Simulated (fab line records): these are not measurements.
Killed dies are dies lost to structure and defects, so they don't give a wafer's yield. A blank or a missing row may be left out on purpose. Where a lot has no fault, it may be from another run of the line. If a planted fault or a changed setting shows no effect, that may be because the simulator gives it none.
Matching of chambers / flow gf180mcu / 3 sister chambers for GF_V5_CVD_02 on pecvd-03
The step deposits SiO2 from TEOS, target thk 1450 nm, time 163.28 s. 20 wafers are shown with their chamber, then 10 later ones without.

WAFERS WITH THEIR CHAMBER
wafer=L077.1; chamber=2; heater-power-w (W)=736
wafer=L077.4; chamber=2; heater-power-w (W)=598
wafer=L077.6; chamber=0; heater-power-w (W)=788
wafer=L078.1; chamber=1; heater-power-w (W)=784
wafer=L078.4; chamber=1; heater-power-w (W)=639
wafer=L078.6; chamber=2; heater-power-w (W)=589
wafer=L081.3; chamber=1; heater-power-w (W)=755
wafer=L081.4; chamber=0; heater-power-w (W)=829
wafer=L081.5; chamber=0; heater-power-w (W)=658
wafer=L084.1; chamber=1; heater-power-w (W)=723
wafer=L084.5; chamber=1; heater-power-w (W)=810
wafer=L084.6; chamber=1; heater-power-w (W)=649
wafer=L086.2; chamber=1; heater-power-w (W)=806
wafer=L086.4; chamber=1; heater-power-w (W)=738
wafer=L086.5; chamber=1; heater-power-w (W)=797
wafer=L094.1; chamber=0; heater-power-w (W)=827
wafer=L094.2; chamber=1; heater-power-w (W)=669
wafer=L094.3; chamber=2; heater-power-w (W)=732
wafer=L094.4; chamber=0; heater-power-w (W)=676
wafer=L094.5; chamber=2; heater-power-w (W)=596

SIGNATURES, as means of the wafers listed above
reading=heater-power-w; chamber 0=755.60; chamber 1=737.00; chamber 2=650.20; scatter within a chamber=72.5
Rule: for each reading, subtract the chamber's mean from the wafer's reading, divide by that reading's scatter and square the result; add these up over the readings and take the root, which gives the wafer's distance from the chamber. The wafer belongs to the nearest chamber; if the next one is less than 2 further off, it can't be placed. The scatter is the square root of a quotient: the sum, over the shown wafers, of each reading's squared deviation from its chamber's mean, divided by wafers minus chambers.

WAFERS WITH NO CHAMBER GIVEN
wafer=L094.6; heater-power-w (W)=766
wafer=L095.1; heater-power-w (W)=824
wafer=L095.3; heater-power-w (W)=771
wafer=L095.6; heater-power-w (W)=691
wafer=L096.1; heater-power-w (W)=749
wafer=L096.2; heater-power-w (W)=682
wafer=L096.3; heater-power-w (W)=829
wafer=L096.4; heater-power-w (W)=663
wafer=L096.5; heater-power-w (W)=758
wafer=L096.6; heater-power-w (W)=582

EACH ONE'S CHAMBER
wafer=L094.6; from the rows above=can't be placed: 0 or 1 or 2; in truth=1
wafer=L095.1; from the rows above=can't be placed: 0 or 1 or 2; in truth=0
wafer=L095.3; from the rows above=can't be placed: 0 or 1 or 2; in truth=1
wafer=L095.6; from the rows above=can't be placed: 2 or 1 or 0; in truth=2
wafer=L096.1; from the rows above=can't be placed: 0 or 1 or 2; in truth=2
wafer=L096.2; from the rows above=can't be placed: 2 or 1 or 0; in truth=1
wafer=L096.3; from the rows above=can't be placed: 0 or 1 or 2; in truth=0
wafer=L096.4; from the rows above=can't be placed: 2 or 1 or 0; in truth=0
wafer=L096.5; from the rows above=can't be placed: 0 or 1 or 2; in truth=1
wafer=L096.6; from the rows above=can't be placed: 2 or 1 or 0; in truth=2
0 of 10 placed correctly. Not placeable from these rows: 10 (in 10, the candidates include the true chamber). 0 placed wrongly.
